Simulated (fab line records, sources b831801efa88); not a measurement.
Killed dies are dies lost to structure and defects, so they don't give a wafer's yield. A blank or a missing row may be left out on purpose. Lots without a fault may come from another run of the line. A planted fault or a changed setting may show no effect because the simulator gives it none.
Which tool did it? | flow sky130 | 10 lots, 30 wafers sampled, at 5 steps of a route of 708

WHAT THE GAUGES READ, wafer by wafer
SKY_VIA2_BOW_MEAS_03. Usual: VIA2_BOW 85 um, standard deviation 6.7.
lot  | measured     | on            | VIA2_BOW (um) | flag
L803 | day 36 11:07 | film_metro-01 | 85 81 80      |
L804 | day 37 01:37 | film_metro-04 | 87 92 86      |
L805 | day 37 11:43 | film_metro-01 | 84 96 89      |
L807 | day 37 17:44 | film_metro-01 | 86 91 88      |
L806 | day 37 18:10 | film_metro-01 | 83 76 104     |
L815 | day 40 02:22 | film_metro-02 | 81 83 72      |
L816 | day 40 05:07 | film_metro-02 | 83 89 81      |
L818 | day 41 00:34 | film_metro-02 | 83 82 85      |
L822 | day 41 23:22 | film_metro-04 | 78 81 92      |
L823 | day 42 04:31 | film_metro-01 | 80 84 72      |

SKY_VIA2_CD_MEAS_12: target cd 200 nm. Usual: cd_nm 200.1 nm, standard deviation 1.4.
lot  | measured     | on        | cd_nm (nm)        | flag
L803 | day 37 12:58 | cd_sem-01 | 197.7 197.9 196.2 |
L804 | day 38 03:43 | cd_sem-02 | 200.0 198.3 200.2 |
L805 | day 38 13:08 | cd_sem-01 | 201.9 201.3 201.7 |
L807 | day 38 19:19 | cd_sem-02 | 199.0 199.6 199.3 |
L806 | day 38 19:49 | cd_sem-01 | 201.1 201.8 201.8 |
L815 | day 41 03:06 | cd_sem-01 | 200.0 200.0 201.2 |
L816 | day 41 05:52 | cd_sem-02 | 202.0 202.6 202.0 |
L818 | day 42 01:40 | cd_sem-02 | 198.6 198.0 198.8 |
L822 | day 42 23:03 | cd_sem-01 | 200.8 200.6 199.9 |
L823 | day 43 03:52 | cd_sem-02 | 200.6 200.9 199.8 |

SKY_VIA2_RS_MEAS_22: measures by four-point-probe. Usual: VIA2_W_RS 0.273 ohm/sq, standard deviation 0.003.
lot  | measured     | on            | VIA2_W_RS (ohm/sq) | flag
L803 | day 37 14:21 | film_metro-01 | 0.273 0.272 0.275  |
L804 | day 38 04:46 | film_metro-02 | 0.276 0.273 0.272  |
L805 | day 38 14:10 | film_metro-02 | 0.271 0.273 0.274  |
L807 | day 38 20:21 | film_metro-02 | 0.268 0.274 0.270  |
L806 | day 38 20:51 | film_metro-02 | 0.271 0.272 0.270  |
L815 | day 41 04:08 | film_metro-04 | 0.223 0.222 0.271  | OFF
L816 | day 41 06:54 | film_metro-01 | 0.270 0.221 0.221  | OFF
L818 | day 42 02:44 | film_metro-01 | 0.272 0.273 0.275  |
L822 | day 43 00:06 | film_metro-02 | 0.276 0.274 0.275  |
L823 | day 43 04:55 | film_metro-02 | 0.273 0.278 0.272  |

SKY_VIA2_THK_MEAS_23: measures by xrf. Usual: VIA2_W_THK 407 nm, standard deviation 6.8.
lot  | measured     | on            | VIA2_W_THK (nm) | flag
L803 | day 37 14:28 | film_metro-01 | 406 412 407     |
L804 | day 38 04:51 | film_metro-02 | 395 401 402     |
L805 | day 38 14:17 | film_metro-02 | 402 400 397     |
L807 | day 38 20:28 | film_metro-02 | 406 401 403     |
L806 | day 38 20:58 | film_metro-02 | 403 403 402     |
L815 | day 41 04:14 | film_metro-04 | 492 494 411     | OFF
L816 | day 41 07:01 | film_metro-01 | 418 506 512     | OFF
L818 | day 42 02:52 | film_metro-01 | 415 410 409     |
L822 | day 43 00:13 | film_metro-02 | 401 402 401     |
L823 | day 43 05:00 | film_metro-02 | 402 396 406     |

WHICH TOOL RAN EACH LOT (tool, then ch and the chambers of the sampled wafers, then the start)
lot  | SKY_VIA2_CVD_21
L803 | cvd_w-02 ch 0,1, day 37 14:13
L804 | cvd_w-02 ch 0,1, day 38 04:37
L805 | cvd_w-01 ch 0,1, day 38 14:01
L807 | cvd_w-02 ch 0,1, day 38 20:13
L806 | cvd_w-02 ch 0,1, day 38 20:43
L815 | cvd_w-02 ch 0,1, day 41 04:01
L816 | cvd_w-02 ch 0,1, day 41 06:46
L818 | cvd_w-01 ch 0,1, day 42 02:37
L822 | cvd_w-01 ch 0,1, day 42 23:58
L823 | cvd_w-01 ch 0,1, day 43 04:46
- SKY_VIA2_CVD_21: deposits W, target thk 420 nm, time 126.4 s.

WHAT THE TOOLS THEMSELVES READ (means of the sampled wafers that have a number; where no wafer has one, the mark that the record gives instead)
SKY_VIA2_CVD_21. Usual: heater_power_outer_w 507 W, standard deviation 67; heater_power_w 799 W, standard deviation 89; susceptor_temp_C 400.04 C, standard deviation 0.22.
lot  | tool     | heater_power_outer_w (W) | heater_power_w (W) | susceptor_temp_C (C) | flag
L803 | cvd_w-02 | 470                      | 752                | 400.25               |
L804 | cvd_w-02 | 438                      | 701                | 400.15               |
L805 | cvd_w-01 | 593                      | 919                | 400.18               |
L807 | cvd_w-02 | 474                      | 753                | 400.01               |
L806 | cvd_w-02 | 445                      | 702                | 399.71               |
L815 | cvd_w-02 | 462                      | 747                | 407.77               | OFF
L816 | cvd_w-02 | 464                      | 750                | 407.55               | OFF
L818 | cvd_w-01 | 574                      | 886                | 400.07               |
L822 | cvd_w-01 | 538                      | 863                | 400.11               |
L823 | cvd_w-01 | 577                      | 888                | 400.07               |

THE ANSWER, worked out from the rows above alone
Rule: a lot is off if the mean of its wafers that have a number lies more than 3 standard deviations from the usual mean. A lot without any number at a reading at which 4 lots or more have one is off too. The other lots that the step has rows for count as sound. The gauges are gone through in route order, then the tools' own readings, and for those a lot's mean is taken as printed above. The first step at which some lot is off is used, and at that step the reading that is off furthest; a lot without a number counts as furthest.
Off: L815, L816, at SKY_VIA2_RS_MEAS_22 (VIA2_W_RS).
A tool fits if, at a process step before that reading, it ran every lot that is off, and no sound lot after the first of them. The gauges at SKY_VIA2_RS_MEAS_22 aren't tried: what is off there is off at SKY_VIA2_CVD_21 too, on other tools, and a gauge's error can't cause that. One fits: cvd_w-02 at SKY_VIA2_CVD_21. Its last sound lot is L806 (day 38 20:43), its first lot that is off L815 (day 41 04:01): a fault that began between those two fits.
The tool's own readings at SKY_VIA2_CVD_21 bear it out: on the lots that are off they differ by more than 5 times the standard deviation of the sound lots' means. susceptor_temp_C reads 407.66 C there against 400.07 C on the sound lots.

WHAT THE SIMULATOR HAD PUT IN
Process parameter drift: cvd_w-02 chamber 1, from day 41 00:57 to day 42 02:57, at SKY_VIA2_CVD_21. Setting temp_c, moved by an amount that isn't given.
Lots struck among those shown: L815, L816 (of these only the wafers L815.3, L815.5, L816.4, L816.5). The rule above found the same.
